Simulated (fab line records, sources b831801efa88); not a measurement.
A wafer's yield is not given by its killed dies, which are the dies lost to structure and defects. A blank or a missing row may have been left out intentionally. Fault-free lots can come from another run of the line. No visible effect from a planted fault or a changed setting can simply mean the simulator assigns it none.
A single fault, viewed from 2 desks    flow gf180mcu    numbers are kept per desk, each desk with only its own; the story behind them comes last

== METROLOGY DESK ==
What the gauges read, lot by lot, whatever tool the lot ran on: means of the sampled wafers that have a number. A lot is out of limits, marked OUT, if its mean lies more than 4 standard deviations from the usual mean; the brackets give that distance.
Columns: A = HV_LDD_03_OVL at GF_HV_LDD_OVL_MEAS_47, usual -0.6 nm; B = cd-nm at GF_SAB_CD_MEAS_09, usual 420.9 nm
lot   first seen here  A     B
L714  day 12 10:53     -2.1  418.0
L716  day 13 02:17     -1.3  417.2
L717  day 13 08:19     -1.1  417.1
L719  day 14 03:55     -0.1  422.6
L721  day 14 20:28     -0.2  421.5
L724  day 15 18:20     0.1   424.0
L727  day 16 22:31     -2.1  420.8
L729  day 17 16:11     -0.3  417.6
L731  day 18 08:14     0.3   423.6
L732  day 18 13:43     -2.0  417.5
L733  day 19 00:49     0.3   421.7
L735  day 19 16:52     0.9   425.7
L737  day 20 08:13     -1.3  423.1
This desk's finding: nothing out of limits on any of the 13 lots.

== FOR THE TOOL OWNER'S DESK: plasma-asher-01 ==
The tool's own readings at GF_PSD_STRIP_10 (strips in O2/N2): means of the sampled wafers that have a number, for each lot that ran on this tool. A lot is out of limits, marked OUT, if its mean lies more than 4 standard deviations from the usual mean; the brackets give that distance.
Columns: A = drypump-motor-current-A at GF_PSD_STRIP_10, usual 6.2 A; B = heater-power-w at GF_PSD_STRIP_10, usual 321 W; C = n2-flow-sccm at GF_PSD_STRIP_10, usual 300.0 sccm; D = o2-flow-sccm at GF_PSD_STRIP_10, usual 3001 sccm; E = oes-product-au at GF_PSD_STRIP_10, usual 0.592 a.u.; F = strip-time-to-endpoint-s at GF_PSD_STRIP_10, usual 16.540 s
lot   first seen here  A    B    C      D               E      F
L717  day 15 07:37     6.7  306  300.4  3006            0.591  16.532
L724  day 17 22:37     6.6  301  300.5  2998            0.590  16.545
L727  day 19 01:59     6.6  302  299.7  3601 (+67) OUT  0.597  16.400 (-4.8) OUT
L729  day 19 20:27     6.7  302  298.8  3608 (+68) OUT  0.595  16.337 (-7.0) OUT
This desk's finding: out of limits on L727, L729; first on L727, day 19 01:59 (o2-flow-sccm at GF_PSD_STRIP_10). L717, L724: within limits.

== BROUGHT TOGETHER ==
An alarm could have come from the tool owner's desk at day 19 01:59, on L727, L729.
At the metrology desk, nothing out of limits was observed.
The metrology desk holds a record of L727, L729, inside its limits.
The lots listed all ran GF_PSD_STRIP_10 on plasma-asher-01.

== WHAT THE SIMULATOR PUT IN ==
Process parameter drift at GF_PSD_STRIP_10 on plasma-asher-01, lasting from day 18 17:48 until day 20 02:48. From 3000, the setting o2-flow-sccm moved by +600. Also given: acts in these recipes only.
Struck lots among those shown: L727, L729.
Time in hours from fault onset to the first out-of-limits reading at each desk: the tool owner's desk, 8.
